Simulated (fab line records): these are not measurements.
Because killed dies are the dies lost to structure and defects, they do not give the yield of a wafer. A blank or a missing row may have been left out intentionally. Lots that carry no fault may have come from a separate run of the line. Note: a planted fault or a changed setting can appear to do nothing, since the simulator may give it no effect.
A lot that was struck, set against a sound lot / flow sky130 / 15 steps out of a route of 708
Sound: wafers L598.4, L598.5, L598.6. Wafers struck: L605.4, L605.5, L605.6. At the end, the cause is stated.
Per side, at each step with rows, come the tool, then ch with its chambers, and then its first start. Under that, the readings that differ: sound wafers / struck wafers / difference of the means / sigmas: that difference in standard deviations of wafers without a fault.
alike: readings with means less than 2 such deviations apart, plus words and numbers identical on both sides. not compared: withheld readings, readings lacking a value on some wafer, bounds such as >300 that could conceal the same value, and numbers that have no deviation in the record and whose values overlap.
A row with sigmas, a row that says differs or no value, or rows on one side alone: a step with any of these is where the two part. Numbers that have no deviation but don't overlap get no sigmas and don't part them. A reading that every wafer of one side lacks parts them only if that side has two wafers or more.

SKY_SPACER_THK_MEAS_01:
  sound on film metro-03, day 27 04:44; struck on film metro-03, day 28 22:55
  alike: SPACER_CVD_00_THK
SKY_SPACER_ETCHBACK_02: etches Si3N4 in CH3F/O2, stops on SiO2, time 46.7 s, target depth 45 nm.
  sound on rie diel-02 ch 1,2,3, day 27 04:47; struck on rie diel-03 ch 0,2,3, day 28 22:57
  alike: O2_flow_sccm, drypump motor current A, oes product au, throttle valve pct
  not compared: rf hours counter h
then, 8 steps without rows for these wafers: SKY_POLY_CUT_DEHYDRATE_00 (time 60 s); SKY_POLY_CUT_HMDS_01 (prime time 60 s); SKY_POLY_CUT_COAT_02 (resist thk 60 nm); SKY_POLY_CUT_COAT_03 (resist thk 450 nm); SKY_POLY_CUT_SOFTBAKE_04 (time 90 s); SKY_POLY_CUT_EXPOSE_05 (exposes mask NPCM, target cd 270 nm); SKY_POLY_CUT_PEB_06; SKY_POLY_CUT_DEVELOP_07 (develop time 60 s).
SKY_POLY_CUT_CD_MEAS_08: the cd target is 270 nm.
  sound on cd sem-01, day 28 09:31; struck on cd sem-01, day 30 03:06
  alike: cd nm
SKY_POLY_CUT_OVL_MEAS_09:
  sound on overlay-01, day 28 09:35; struck on overlay-01, day 30 03:11
reading=POLY_CUT_OVL (nm); sound=-12 -8 -4; struck=9 5 7; difference=+15; sigmas=+2
SKY_POLY_CUT_ETCH_10: etches BARC in N2/H2, stops on SiO2, time 45.9 s, target depth 60 nm.
  sound on rie diel-03 ch 1,2, day 28 09:36; struck on rie diel-03 ch 0,1,3, day 30 03:13
reading=oes product au (a.u.); sound=0.868 0.863 0.851; struck=0.830 0.824 0.830; difference=-0.033; sigmas=-7
reading=run length s (s); sound=74.5 74.7 74.4; struck=76.8 76.0 77.5; difference=+2.2; sigmas=+5
reading=model.SiO2_of_SONOS_ONO_CVD_04.thk nm (nm); sound=4.373 4.335 4.315; struck=4.05 3.955 4.05; difference=-0.32; sigmas=
  alike: drypump motor current A, throttle valve pct
  not compared: rf hours counter h
SKY_POLY_CUT_ETCH_11: etches Si3N4 in CF4/CH2F2/Ar, stops on poly-Si, time 42.5 s, target depth 60 nm.
  sound on rie diel-03 ch 1,2, day 28 09:39; struck on rie diel-03 ch 0,1,3, day 30 03:16
  alike: drypump motor current A, oes product au, run length s, throttle valve pct
  not compared: rf hours counter h
following that, these wafers have no rows for 1 step: SKY_PAD_OPEN_PROBE_99.

WHERE THEY PART
At SKY_POLY_CUT_OVL_MEAS_09 first; at SKY_POLY_CUT_ETCH_10 last (within this record only). Later steps at which nothing parts them and some readings are alike: SKY_POLY_CUT_ETCH_11.

WHY: what the simulator had put in
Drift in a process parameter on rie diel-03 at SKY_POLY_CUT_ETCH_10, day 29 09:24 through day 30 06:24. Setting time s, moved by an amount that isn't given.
